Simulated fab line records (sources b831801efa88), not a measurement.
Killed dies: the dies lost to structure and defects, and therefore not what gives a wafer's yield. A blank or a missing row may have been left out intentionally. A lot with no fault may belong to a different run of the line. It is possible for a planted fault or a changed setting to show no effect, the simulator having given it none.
fab line records / flow gf180mcu / part 2 of 2: steps 32 to 41 of 41
[record] lots = 5 wafers = 15 last_day = 33
route steps=602 shown PSD@248 NSD@262 SAB@264 SALICIDE@278 CONTACT@287
lots that met no fault: from a run of the same line without faults
start_h: start of the lot's first displayed wafer, in hours after the record's first day / wait_h: time in hours since the lot's previous step / " identical to the entry in the row above / L1.1+2: one row covering several wafers at once / - value missing, or start not given / * or withheld: withheld / < > ~ a bound
route shown NAME@n: NAME is a module with steps in the file, n the number in the route of the first one / usual: average and standard deviation across the fault-free wafers / same: alike in all rows / chamber/n: place in a boat / sites: each site's reading / _std_site: the values' standard deviation / _edge_site: inner sites' mean taken away from outer sites' mean / radius_mm: for every site, how far away it sits from the centre of the wafer / mask NAME#n: copy n / behind: the tool/chamber that last shaped the wafer / hold: the reason the lot was held/the length of the hold in hours/how it ended / device: which transistor (n, p or np) failed to switch / end of line: the same wafers' tests at the end of the route / a step without rows: its recipe alone / killed: dies lost to structure and defects at the first sort, not the wafer's yield / map: shows each die of a wafer: x if killed, . if not, _ if none is there
set.NAME: the run value of the setting; set.NAME@STEP: its run value at that earlier step / model.NAME: the simulator's own value behind a step, which no gauge read
lots seen at some steps along the route; tables by step, rows by wafer
services: the hour from which a tool's chamber was out of use, counted from the record's first day as start_h (under 0 if before that day), plus the number of hours and why
[[steps]]
[step GF_SALICIDE_WET_ETCH_01]
[recipe] chemistry = dHF target_depth_nm = 5 dry = ipa_marangoni target = SiO2 temp_c = 25 dilution = 100:1 time_s = 100
lot.wafer=L076.1+3+5 tool=wet_bench-01 chamber=2 start_h=352.66 wait_h=0.0
lot.wafer=L083.2+3+4 tool=wet_bench-04 chamber=2 start_h=415.11 wait_h=0.0
lot.wafer=L088.2+4+6 tool=wet_bench-04 chamber=3 start_h=462.35 wait_h=0.0
lot.wafer=L091.1+4+6 tool=wet_bench-01 chamber=3 start_h=493.21 wait_h=0.0
lot.wafer=L093.2+3+4 tool=wet_bench-02 chamber=1 start_h=502.12 wait_h=0.0
[step GF_SALICIDE_SPUTTER_02]
[recipe] material = Co target_thk_nm = 10 power_w = 1000 time_s = 20 chamber_pressure_pa = 0.4
[usual] throttle_valve_pct = 29.6/0.78
lot.wafer=L076.1 tool=pvd_sputter-04 chamber=- start_h=352.70 wait_h=0.0 throttle_valve_pct=30.2
lot.wafer=L076.3 tool=pvd_sputter-04 chamber=- start_h=352.70 wait_h=0.0 throttle_valve_pct=28.9
lot.wafer=L076.5 tool=pvd_sputter-04 chamber=- start_h=352.70 wait_h=0.0 throttle_valve_pct=28.5
lot.wafer=L083.2 tool=pvd_sputter-04 chamber=- start_h=415.15 wait_h=0.0 throttle_valve_pct=29.4
lot.wafer=L083.3 tool=pvd_sputter-04 chamber=- start_h=415.15 wait_h=0.0 throttle_valve_pct=30.0
lot.wafer=L083.4 tool=pvd_sputter-04 chamber=- start_h=415.15 wait_h=0.0 throttle_valve_pct=29.0
lot.wafer=L088.2 tool=pvd_sputter-01 chamber=- start_h=462.39 wait_h=0.0 throttle_valve_pct=29.9
lot.wafer=L088.4 tool=pvd_sputter-01 chamber=- start_h=462.39 wait_h=0.0 throttle_valve_pct=30.2
lot.wafer=L088.6 tool=pvd_sputter-01 chamber=- start_h=462.39 wait_h=0.0 throttle_valve_pct=30.3
lot.wafer=L091.1 tool=pvd_sputter-04 chamber=- start_h=493.25 wait_h=0.0 throttle_valve_pct=30.1
lot.wafer=L091.4 tool=pvd_sputter-04 chamber=- start_h=493.25 wait_h=0.0 throttle_valve_pct=29.1
lot.wafer=L091.6 tool=pvd_sputter-04 chamber=- start_h=493.25 wait_h=0.0 throttle_valve_pct=29.0
lot.wafer=L093.2 tool=pvd_sputter-03 chamber=- start_h=502.16 wait_h=0.0 throttle_valve_pct=30.8
lot.wafer=L093.3 tool=pvd_sputter-03 chamber=- start_h=502.16 wait_h=0.0 throttle_valve_pct=28.2
lot.wafer=L093.4 tool=pvd_sputter-03 chamber=- start_h=502.16 wait_h=0.0 throttle_valve_pct=29.2
[step GF_SALICIDE_SPUTTER_03]
[recipe] material = TiN target_thk_nm = 20 power_w = 6500 time_s = 16.7 chamber_pressure_pa = 0.4
[usual] throttle_valve_pct = 29.6/0.81
lot.wafer=L076.1 tool=pvd_sputter-04 chamber=- start_h=352.72 wait_h=0.0 throttle_valve_pct=29.8
lot.wafer=L076.3 tool=pvd_sputter-04 chamber=- start_h=352.72 wait_h=0.0 throttle_valve_pct=29.3
lot.wafer=L076.5 tool=pvd_sputter-04 chamber=- start_h=352.72 wait_h=0.0 throttle_valve_pct=28.7
lot.wafer=L083.2 tool=pvd_sputter-04 chamber=- start_h=415.17 wait_h=0.0 throttle_valve_pct=29.3
lot.wafer=L083.3 tool=pvd_sputter-04 chamber=- start_h=415.17 wait_h=0.0 throttle_valve_pct=30.0
lot.wafer=L083.4 tool=pvd_sputter-04 chamber=- start_h=415.17 wait_h=0.0 throttle_valve_pct=29.1
lot.wafer=L088.2 tool=pvd_sputter-01 chamber=- start_h=462.42 wait_h=0.0 throttle_valve_pct=29.8
lot.wafer=L088.4 tool=pvd_sputter-01 chamber=- start_h=462.42 wait_h=0.0 throttle_valve_pct=30.0
lot.wafer=L088.6 tool=pvd_sputter-01 chamber=- start_h=462.42 wait_h=0.0 throttle_valve_pct=30.4
lot.wafer=L091.1 tool=pvd_sputter-04 chamber=- start_h=493.28 wait_h=0.0 throttle_valve_pct=30.1
lot.wafer=L091.4 tool=pvd_sputter-04 chamber=- start_h=493.28 wait_h=0.0 throttle_valve_pct=29.0
lot.wafer=L091.6 tool=pvd_sputter-04 chamber=- start_h=493.28 wait_h=0.0 throttle_valve_pct=29.0
lot.wafer=L093.2 tool=pvd_sputter-03 chamber=- start_h=502.19 wait_h=0.0 throttle_valve_pct=31.0
lot.wafer=L093.3 tool=pvd_sputter-03 chamber=- start_h=502.19 wait_h=0.0 throttle_valve_pct=28.3
lot.wafer=L093.4 tool=pvd_sputter-03 chamber=- start_h=502.19 wait_h=0.0 throttle_valve_pct=29.3
[step GF_SALICIDE_RS_MEAS_04]
[recipe] thk_meas_gauge = four-point-probe reads = TiN_of_SALICIDE_SPUTTER_03+Co_of_SALICIDE_SPUTTER_02
[usual] SALICIDE_TIN_RS = 16.3/0.35
lot.wafer=L076.1 tool=film_metro-04 chamber=- start_h=352.75 wait_h=0.0 SALICIDE_TIN_RS[ohm/sq]=15.9
lot.wafer=L076.3 tool=film_metro-04 chamber=- start_h=352.75 wait_h=0.0 SALICIDE_TIN_RS[ohm/sq]=16.8
lot.wafer=L076.5 tool=film_metro-04 chamber=- start_h=352.75 wait_h=0.0 SALICIDE_TIN_RS[ohm/sq]=16.1
lot.wafer=L083.2 tool=film_metro-04 chamber=- start_h=415.22 wait_h=0.0 SALICIDE_TIN_RS[ohm/sq]=15.8
lot.wafer=L083.3 tool=film_metro-04 chamber=- start_h=415.22 wait_h=0.0 SALICIDE_TIN_RS[ohm/sq]=15.5
lot.wafer=L083.4 tool=film_metro-04 chamber=- start_h=415.22 wait_h=0.0 SALICIDE_TIN_RS[ohm/sq]=16.2
lot.wafer=L088.2 tool=film_metro-01 chamber=- start_h=462.46 wait_h=0.0 SALICIDE_TIN_RS[ohm/sq]=16.3
lot.wafer=L088.4 tool=film_metro-01 chamber=- start_h=462.46 wait_h=0.0 SALICIDE_TIN_RS[ohm/sq]=16.8
lot.wafer=L088.6 tool=film_metro-01 chamber=- start_h=462.46 wait_h=0.0 SALICIDE_TIN_RS[ohm/sq]=16.7
lot.wafer=L091.1 tool=film_metro-01 chamber=- start_h=493.30 wait_h=0.0 SALICIDE_TIN_RS[ohm/sq]=15.8
lot.wafer=L091.4 tool=film_metro-01 chamber=- start_h=493.30 wait_h=0.0 SALICIDE_TIN_RS[ohm/sq]=16.5
lot.wafer=L091.6 tool=film_metro-01 chamber=- start_h=493.30 wait_h=0.0 SALICIDE_TIN_RS[ohm/sq]=16.3
lot.wafer=L093.2 tool=film_metro-01 chamber=- start_h=502.24 wait_h=0.0 SALICIDE_TIN_RS[ohm/sq]=16.0
lot.wafer=L093.3 tool=film_metro-01 chamber=- start_h=502.24 wait_h=0.0 SALICIDE_TIN_RS[ohm/sq]=15.9
lot.wafer=L093.4 tool=film_metro-01 chamber=- start_h=502.24 wait_h=0.0 SALICIDE_TIN_RS[ohm/sq]=16.2
[step GF_SALICIDE_THK_MEAS_05]
[recipe] thk_meas_gauge = xrf reads = TiN_of_SALICIDE_SPUTTER_03
[usual] SALICIDE_TIN_THK = 20.12/0.29
lot.wafer=L076.1 tool=film_metro-04 chamber=- start_h=352.87 wait_h=0.1 SALICIDE_TIN_THK[nm]=20.36
lot.wafer=L076.3 tool=film_metro-04 chamber=- start_h=352.87 wait_h=0.1 SALICIDE_TIN_THK[nm]=20.14
lot.wafer=L076.5 tool=film_metro-04 chamber=- start_h=352.87 wait_h=0.1 SALICIDE_TIN_THK[nm]=20.32
lot.wafer=L083.2 tool=film_metro-04 chamber=- start_h=415.33 wait_h=0.1 SALICIDE_TIN_THK[nm]=20.41
lot.wafer=L083.3 tool=film_metro-04 chamber=- start_h=415.33 wait_h=0.1 SALICIDE_TIN_THK[nm]=20.77
lot.wafer=L083.4 tool=film_metro-04 chamber=- start_h=415.33 wait_h=0.1 SALICIDE_TIN_THK[nm]=20.16
lot.wafer=L088.2 tool=film_metro-01 chamber=- start_h=462.57 wait_h=0.1 SALICIDE_TIN_THK[nm]=19.73
lot.wafer=L088.4 tool=film_metro-01 chamber=- start_h=462.57 wait_h=0.1 SALICIDE_TIN_THK[nm]=19.80
lot.wafer=L088.6 tool=film_metro-01 chamber=- start_h=462.57 wait_h=0.1 SALICIDE_TIN_THK[nm]=19.95
lot.wafer=L091.1 tool=film_metro-01 chamber=- start_h=493.42 wait_h=0.1 SALICIDE_TIN_THK[nm]=20.80
lot.wafer=L091.4 tool=film_metro-01 chamber=- start_h=493.42 wait_h=0.1 SALICIDE_TIN_THK[nm]=19.96
lot.wafer=L091.6 tool=film_metro-01 chamber=- start_h=493.42 wait_h=0.1 SALICIDE_TIN_THK[nm]=19.90
lot.wafer=L093.2 tool=film_metro-01 chamber=- start_h=502.35 wait_h=0.1 SALICIDE_TIN_THK[nm]=19.96
lot.wafer=L093.3 tool=film_metro-01 chamber=- start_h=502.35 wait_h=0.1 SALICIDE_TIN_THK[nm]=20.25
lot.wafer=L093.4 tool=film_metro-01 chamber=- start_h=502.35 wait_h=0.1 SALICIDE_TIN_THK[nm]=20.37
[step GF_SALICIDE_RTA_06]
[recipe] temp_c = 530 time_s = 30 ambient = N2
[usual] lamp_power_pct = 6.5/0.56 wafer_temp_C_max = 531.9/0.71
lot.wafer=L076.1 tool=rtp_anneal-02 chamber=0 start_h=352.93 wait_h=0.1 lamp_power_pct=7.0 wafer_temp_C_max=531.0
lot.wafer=L076.3 tool=rtp_anneal-02 chamber=0 start_h=352.93 wait_h=0.1 lamp_power_pct=7.0 wafer_temp_C_max=530.9
lot.wafer=L076.5 tool=rtp_anneal-02 chamber=0 start_h=352.93 wait_h=0.1 lamp_power_pct=7.0 wafer_temp_C_max=531.3
lot.wafer=L083.2 tool=rtp_anneal-01 chamber=0 start_h=415.40 wait_h=0.1 lamp_power_pct=5.9 wafer_temp_C_max=532.0
lot.wafer=L083.3 tool=rtp_anneal-01 chamber=0 start_h=415.40 wait_h=0.1 lamp_power_pct=5.9 wafer_temp_C_max=532.2
lot.wafer=L083.4 tool=rtp_anneal-01 chamber=0 start_h=415.40 wait_h=0.1 lamp_power_pct=5.9 wafer_temp_C_max=532.9
lot.wafer=L088.2 tool=rtp_anneal-01 chamber=0 start_h=462.64 wait_h=0.1 lamp_power_pct=5.9 wafer_temp_C_max=532.1
lot.wafer=L088.4 tool=rtp_anneal-01 chamber=0 start_h=462.64 wait_h=0.1 lamp_power_pct=5.9 wafer_temp_C_max=532.0
lot.wafer=L088.6 tool=rtp_anneal-01 chamber=0 start_h=462.64 wait_h=0.1 lamp_power_pct=5.9 wafer_temp_C_max=532.2
lot.wafer=L091.1 tool=rtp_anneal-01 chamber=0 start_h=493.48 wait_h=0.1 lamp_power_pct=5.9 wafer_temp_C_max=531.8
lot.wafer=L091.4 tool=rtp_anneal-01 chamber=0 start_h=493.48 wait_h=0.1 lamp_power_pct=5.9 wafer_temp_C_max=531.4
lot.wafer=L091.6 tool=rtp_anneal-01 chamber=0 start_h=493.48 wait_h=0.1 lamp_power_pct=5.9 wafer_temp_C_max=532.7
lot.wafer=L093.2 tool=rtp_anneal-01 chamber=0 start_h=502.42 wait_h=0.1 lamp_power_pct=5.9 wafer_temp_C_max=532.3
lot.wafer=L093.3 tool=rtp_anneal-01 chamber=0 start_h=502.42 wait_h=0.1 lamp_power_pct=5.9 wafer_temp_C_max=532.2
lot.wafer=L093.4 tool=rtp_anneal-01 chamber=0 start_h=502.42 wait_h=0.1 lamp_power_pct=5.9 wafer_temp_C_max=531.7
[step GF_SALICIDE_WET_ETCH_07]
[recipe] chemistry = SPM target_depth_nm = 120 dry = n2_spin
lot.wafer=L076.1+3+5 tool=wet_bench-01 chamber=1 start_h=353.03 wait_h=0.1
lot.wafer=L083.2+3+4 tool=wet_bench-02 chamber=2 start_h=415.48 wait_h=0.1
lot.wafer=L088.2+4+6 tool=wet_bench-04 chamber=1 start_h=462.72 wait_h=0.1
lot.wafer=L091.1+4+6 tool=wet_bench-01 chamber=1 start_h=493.58 wait_h=0.1
lot.wafer=L093.2+3+4 tool=wet_bench-01 chamber=3 start_h=502.50 wait_h=0.1
[step GF_SALICIDE_RTA_08]
[recipe] temp_c = 800 time_s = 30 ambient = N2
[usual] lamp_power_pct = 18.0/1.6 wafer_temp_C_max = 802.8/0.99
lot.wafer=L076.1 tool=rtp_anneal-01 chamber=0 start_h=353.12 wait_h=0.0 lamp_power_pct=16.4 wafer_temp_C_max=804.6
lot.wafer=L076.3 tool=rtp_anneal-01 chamber=0 start_h=353.12 wait_h=0.0 lamp_power_pct=16.4 wafer_temp_C_max=802.9
lot.wafer=L076.5 tool=rtp_anneal-01 chamber=0 start_h=353.12 wait_h=0.0 lamp_power_pct=16.4 wafer_temp_C_max=802.8
lot.wafer=L083.2 tool=rtp_anneal-01 chamber=0 start_h=415.59 wait_h=0.0 lamp_power_pct=16.4 wafer_temp_C_max=802.6
lot.wafer=L083.3 tool=rtp_anneal-01 chamber=0 start_h=415.59 wait_h=0.0 lamp_power_pct=16.4 wafer_temp_C_max=803.7
lot.wafer=L083.4 tool=rtp_anneal-01 chamber=0 start_h=415.59 wait_h=0.0 lamp_power_pct=16.4 wafer_temp_C_max=802.2
lot.wafer=L088.2 tool=rtp_anneal-02 chamber=0 start_h=462.83 wait_h=0.0 lamp_power_pct=19.5 wafer_temp_C_max=801.0
lot.wafer=L088.4 tool=rtp_anneal-02 chamber=0 start_h=462.83 wait_h=0.0 lamp_power_pct=19.5 wafer_temp_C_max=802.2
lot.wafer=L088.6 tool=rtp_anneal-02 chamber=0 start_h=462.83 wait_h=0.0 lamp_power_pct=19.5 wafer_temp_C_max=801.7
lot.wafer=L091.1 tool=rtp_anneal-02 chamber=0 start_h=493.68 wait_h=0.0 lamp_power_pct=19.5 wafer_temp_C_max=801.9
lot.wafer=L091.4 tool=rtp_anneal-02 chamber=0 start_h=493.68 wait_h=0.0 lamp_power_pct=19.5 wafer_temp_C_max=801.9
lot.wafer=L091.6 tool=rtp_anneal-02 chamber=0 start_h=493.68 wait_h=0.0 lamp_power_pct=19.5 wafer_temp_C_max=802.4
lot.wafer=L093.2 tool=rtp_anneal-02 chamber=0 start_h=502.62 wait_h=0.0 lamp_power_pct=19.5 wafer_temp_C_max=802.9
lot.wafer=L093.3 tool=rtp_anneal-02 chamber=0 start_h=502.62 wait_h=0.0 lamp_power_pct=19.5 wafer_temp_C_max=802.1
lot.wafer=L093.4 tool=rtp_anneal-02 chamber=0 start_h=502.62 wait_h=0.0 lamp_power_pct=19.5 wafer_temp_C_max=801.8
[step GF_CONTACT_CVD_00]
[recipe] material = SiO2 target_thk_nm = 300 sigma_open_frac = 0.3 temp_c = 400 time_s = 50 sih4_flow_sccm = 60 pressure_mtorr = 6
[usual] sih4_flow_sccm = 60.00/0.18
lot.wafer=L076.1 tool=hdpcvd-01 chamber=0 start_h=353.22 wait_h=0.1 sih4_flow_sccm=60.03
lot.wafer=L076.3 tool=hdpcvd-01 chamber=2 start_h=353.22 wait_h=0.1 sih4_flow_sccm=60.10
lot.wafer=L076.5 tool=hdpcvd-01 chamber=1 start_h=353.22 wait_h=0.1 sih4_flow_sccm=59.80
lot.wafer=L083.2 tool=hdpcvd-01 chamber=2 start_h=415.67 wait_h=0.1 sih4_flow_sccm=59.85
lot.wafer=L083.3 tool=hdpcvd-01 chamber=1 start_h=415.67 wait_h=0.1 sih4_flow_sccm=59.90
lot.wafer=L083.4 tool=hdpcvd-01 chamber=1 start_h=415.67 wait_h=0.1 sih4_flow_sccm=59.82
lot.wafer=L088.2 tool=hdpcvd-02 chamber=0 start_h=462.92 wait_h=0.1 sih4_flow_sccm=60.15
lot.wafer=L088.4 tool=hdpcvd-02 chamber=0 start_h=462.92 wait_h=0.1 sih4_flow_sccm=60.08
lot.wafer=L088.6 tool=hdpcvd-02 chamber=2 start_h=462.92 wait_h=0.1 sih4_flow_sccm=60.08
lot.wafer=L091.1 tool=hdpcvd-02 chamber=2 start_h=493.78 wait_h=0.1 sih4_flow_sccm=59.87
lot.wafer=L091.4 tool=hdpcvd-02 chamber=2 start_h=493.78 wait_h=0.1 sih4_flow_sccm=59.86
lot.wafer=L091.6 tool=hdpcvd-02 chamber=1 start_h=493.78 wait_h=0.1 sih4_flow_sccm=60.12
lot.wafer=L093.2 tool=hdpcvd-02 chamber=2 start_h=502.70 wait_h=0.1 sih4_flow_sccm=60.06
lot.wafer=L093.3 tool=hdpcvd-02 chamber=1 start_h=502.70 wait_h=0.1 sih4_flow_sccm=60.20
lot.wafer=L093.4 tool=hdpcvd-02 chamber=2 start_h=502.70 wait_h=0.1 sih4_flow_sccm=60.21
[step GF_CONTACT_THK_MEAS_01]
[recipe] reads = SiO2_of_CONTACT_CVD_00
[usual] CONTACT_CVD_00_THK = 300/3.4
lot.wafer=L076.1 tool=film_metro-04 chamber=- start_h=353.27 wait_h=0.0 CONTACT_CVD_00_THK[nm]=301
lot.wafer=L076.3 tool=film_metro-04 chamber=- start_h=353.27 wait_h=0.0 CONTACT_CVD_00_THK[nm]=302
lot.wafer=L076.5 tool=film_metro-04 chamber=- start_h=353.27 wait_h=0.0 CONTACT_CVD_00_THK[nm]=301
lot.wafer=L083.2 tool=film_metro-01 chamber=- start_h=415.73 wait_h=0.0 CONTACT_CVD_00_THK[nm]=296
lot.wafer=L083.3 tool=film_metro-01 chamber=- start_h=415.73 wait_h=0.0 CONTACT_CVD_00_THK[nm]=301
lot.wafer=L083.4 tool=film_metro-01 chamber=- start_h=415.73 wait_h=0.0 CONTACT_CVD_00_THK[nm]=303
lot.wafer=L088.2 tool=film_metro-02 chamber=- start_h=462.97 wait_h=0.0 CONTACT_CVD_00_THK[nm]=299
lot.wafer=L088.4 tool=film_metro-02 chamber=- start_h=462.97 wait_h=0.0 CONTACT_CVD_00_THK[nm]=299
lot.wafer=L088.6 tool=film_metro-02 chamber=- start_h=462.97 wait_h=0.0 CONTACT_CVD_00_THK[nm]=290
lot.wafer=L091.1 tool=film_metro-01 chamber=- start_h=493.82 wait_h=0.0 CONTACT_CVD_00_THK[nm]=299
lot.wafer=L091.4 tool=film_metro-01 chamber=- start_h=493.82 wait_h=0.0 CONTACT_CVD_00_THK[nm]=299
lot.wafer=L091.6 tool=film_metro-01 chamber=- start_h=493.82 wait_h=0.0 CONTACT_CVD_00_THK[nm]=300
lot.wafer=L093.2 tool=film_metro-01 chamber=- start_h=502.76 wait_h=0.0 CONTACT_CVD_00_THK[nm]=299
lot.wafer=L093.3 tool=film_metro-01 chamber=- start_h=502.76 wait_h=0.0 CONTACT_CVD_00_THK[nm]=304
lot.wafer=L093.4 tool=film_metro-01 chamber=- start_h=502.76 wait_h=0.0 CONTACT_CVD_00_THK[nm]=300
[[services]]
tool=hdpcvd-02 chamber=- start_h=336.03 hours=2.4 kind=repair
tool=rie_diel-01 chamber=- start_h=343.32 hours=5.2 kind=repair
tool=rie_diel-01 chamber=3 start_h=344.63 hours=8.2 kind=repair
tool=hdpcvd-02 chamber=- start_h=344.96 hours=14.6 kind=pm
tool=rie_diel-01 chamber=0 start_h=352.03 hours=6.1 kind=repair
tool=pecvd-04 chamber=- start_h=358.01 hours=1.6 kind=repair
tool=iline_stepper-02 chamber=- start_h=364.24 hours=1.7 kind=pm
tool=pecvd-03 chamber=- start_h=368.88 hours=14.0 kind=pm
tool=implanter-01 chamber=- start_h=368.95 hours=1.7 kind=repair
tool=iline_stepper-02 chamber=- start_h=377.13 hours=14.6 kind=repair
tool=rie_diel-01 chamber=3 start_h=379.40 hours=4.3 kind=repair
tool=pecvd-04 chamber=- start_h=381.07 hours=0.7 kind=repair
tool=implanter-02 chamber=- start_h=382.27 hours=2.5 kind=repair
tool=pvd_sputter-01 chamber=- start_h=392.43 hours=2.8 kind=repair
tool=pvd_sputter-04 chamber=- start_h=402.93 hours=3.2 kind=repair
tool=wet_bench-03 chamber=- start_h=405.03 hours=4.1 kind=repair
tool=implanter-01 chamber=- start_h=408.58 hours=4.7 kind=pm
tool=rie_diel-01 chamber=1 start_h=418.27 hours=3.1 kind=repair
tool=implanter-01 chamber=- start_h=441.82 hours=1.6 kind=repair
tool=rie_diel-01 chamber=1 start_h=458.15 hours=5.1 kind=repair
tool=rie_diel-01 chamber=2 start_h=480.80 hours=22.5 kind=repair
tool=rie_diel-01 chamber=0 start_h=481.53 hours=14.6 kind=repair
tool=iline_stepper-02 chamber=- start_h=486.66 hours=4.4 kind=pm
tool=iline_stepper-01 chamber=- start_h=491.10 hours=8.9 kind=pm
